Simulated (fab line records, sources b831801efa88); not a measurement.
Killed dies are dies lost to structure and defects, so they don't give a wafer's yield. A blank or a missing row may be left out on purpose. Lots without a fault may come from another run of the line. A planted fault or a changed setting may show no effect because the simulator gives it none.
A struck lot beside a sound one | flow gf180mcu | 13 steps out of a route of 602
Sound: wafers L268.1, L268.2, L268.6. Struck: wafers L282.1, L282.3, L282.5. The cause comes at the end.
At each step with rows: each side's tool, then ch and its chambers, then its first start. Under that, the readings that differ: sound wafers | struck wafers | difference of the means | sigmas: that difference in standard deviations of wafers without a fault.
alike: readings whose means differ by less than 2 such deviations, and words and numbers that are the same on both sides. not compared: withheld readings, readings that some wafer has no value for, bounds like >300 that may hide the same value, and numbers for which the record gives no deviation and whose values overlap.
The two part at a step that has a row with sigmas, a row that says differs or no value, or rows on one side only. Numbers that don't overlap but have no deviation are shown without sigmas and don't part them. A reading that every wafer of one side lacks parts them only if that side has two wafers or more.

first, 6 steps without rows for these wafers: GF_POLY_GATE_COAT_04; GF_POLY_GATE_COAT_05 (resist thk 700 nm); GF_POLY_GATE_SOFTBAKE_06 (time 60 s); GF_POLY_GATE_EXPOSE_07 (exposes mask Poly2, target cd 280 nm); GF_POLY_GATE_PEB_08 (peb time 90 s); GF_POLY_GATE_DEVELOP_09 (develop time 60 s).
GF_POLY_GATE_CD_MEAS_10: target cd 280 nm.
  sound on cd_sem-01, day 9 15:08; struck on cd_sem-01, day 13 17:05
  alike: cd_nm
GF_POLY_GATE_OVL_MEAS_11:
  sound on overlay-01, day 9 15:16; struck on overlay-01, day 13 17:12
  alike: POLY_GATE_OVL
GF_POLY_GATE_ETCH_12: etches BARC in N2/H2.
  sound on rie_diel-02 ch 0,2,3, day 9 15:17; struck on rie_diel-02 ch 1,2,3, day 13 17:14
  alike: chamber_pressure_mTorr, drypump_motor_current_A, oes_product_au, rf_fwd_power_W, throttle_valve_pct
GF_POLY_GATE_ETCH_13: etches poly-Si in HBr/Cl2, stops on SiO2, target depth 198.5 nm, time 69.6 s.
  sound on rie_si-02 ch 0,2, day 9 15:21; struck on rie_si-02 ch 0,2,3, day 13 17:17
  reading               | sound             | struck            | difference | sigmas
  oes_product_au (a.u.) | 0.986 0.985 0.994 | 1.018 0.996 1.005 | +0.018     | +2
  alike: chamber_pressure_mTorr, drypump_motor_current_A, rf_fwd_power_W, throttle_valve_pct
  not compared: rf_hours_counter_h
GF_POLY_GATE_STRIP_14: strips in O2/N2.
  sound on plasma_asher-02 ch 0,1, day 9 15:24; struck on plasma_asher-02 ch 0,1, day 13 17:21
  alike: chamber_pressure_mTorr, drypump_motor_current_A, heater_power_w, oes_product_au
  not compared: rf_hours_counter_h
then, 1 step without rows for these wafers: GF_POLY_GATE_CLEAN_15 (cleans in SC1/SC2, time 150 s).
GF_POLY_GATE_OXIDATION_16: stabilise 600 s, purge 300 s, target thk 4 nm.
  sound on furnace-02 ch 0, day 9 15:37; struck on furnace-01, day 13 19:28
  no value came back on the struck wafers for any of 5 readings (ox_temp_c (C), ox_temp_c_max and others); on the sound wafers ox_temp_c (C) reads 850.3 849.5 849.9

WHERE THEY PART
First at GF_POLY_GATE_ETCH_13; last, within this record, at GF_POLY_GATE_OXIDATION_16.

WHY: what the simulator had put in
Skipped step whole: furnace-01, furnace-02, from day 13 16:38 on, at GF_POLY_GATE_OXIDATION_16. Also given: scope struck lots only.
